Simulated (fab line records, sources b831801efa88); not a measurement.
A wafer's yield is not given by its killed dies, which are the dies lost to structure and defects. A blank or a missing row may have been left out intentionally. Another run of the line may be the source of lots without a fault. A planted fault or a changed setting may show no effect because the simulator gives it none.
Which of the tools did it? || flow gf180mcu || at 1 step of a route of 602, 7 lots with 21 wafers sampled

== WHAT THE GAUGES SHOWED, per wafer ==
GF_STI_BOW_MEAS_00.
{"lot": "L667", "measured": "day 2 01:01", "on": "film metro-03", "INCOMING_BOW (um)": "2 3 8"}
{"lot": "L674", "measured": "day 3 12:02", "on": "film metro-02", "INCOMING_BOW (um)": "-3 -2 1"}
{"lot": "L678", "measured": "day 4 08:01", "on": "film metro-04", "INCOMING_BOW (um)": "1 1 8"}
{"lot": "L680", "measured": "day 4 18:00", "on": "film metro-04", "INCOMING_BOW (um)": "-3 -6 -9"}
{"lot": "L683", "measured": "day 5 09:00", "on": "film metro-03", "INCOMING_BOW (um)": "-3 6 0"}
{"lot": "L685", "measured": "day 5 19:01", "on": "film metro-04", "INCOMING_BOW (um)": "8 11 5"}
{"lot": "L687", "measured": "day 6 05:02", "on": "film metro-02", "INCOMING_BOW (um)": "17 1 4"}

== WHAT TOOL EACH LOT RAN ON (gives the tool, then ch and the chambers of the sampled wafers, and finally the start) ==
No process step before these readings appears in the record.

== THE ANSWER, worked out from the rows above alone ==
Rule: the lots themselves supply what counts as usual. Put in order of their means at a reading, lots are off if they are a third of the lots or fewer, leave a main group of 4 or more, and stand apart from it by a gap of 3 or more times the standard deviation of the main group's means; of several such gaps the widest counts. A main group is skipped when, at the precision printed for the reading in the tables above, its means are all equal. Also off: a lot with no number at a reading for which 4 or more lots have one. The other lots that the step has rows for count as sound.
No lot is off on any of the readings shown, so nothing can be concluded from this.

== WHAT THE SIMULATOR PUT IN ==
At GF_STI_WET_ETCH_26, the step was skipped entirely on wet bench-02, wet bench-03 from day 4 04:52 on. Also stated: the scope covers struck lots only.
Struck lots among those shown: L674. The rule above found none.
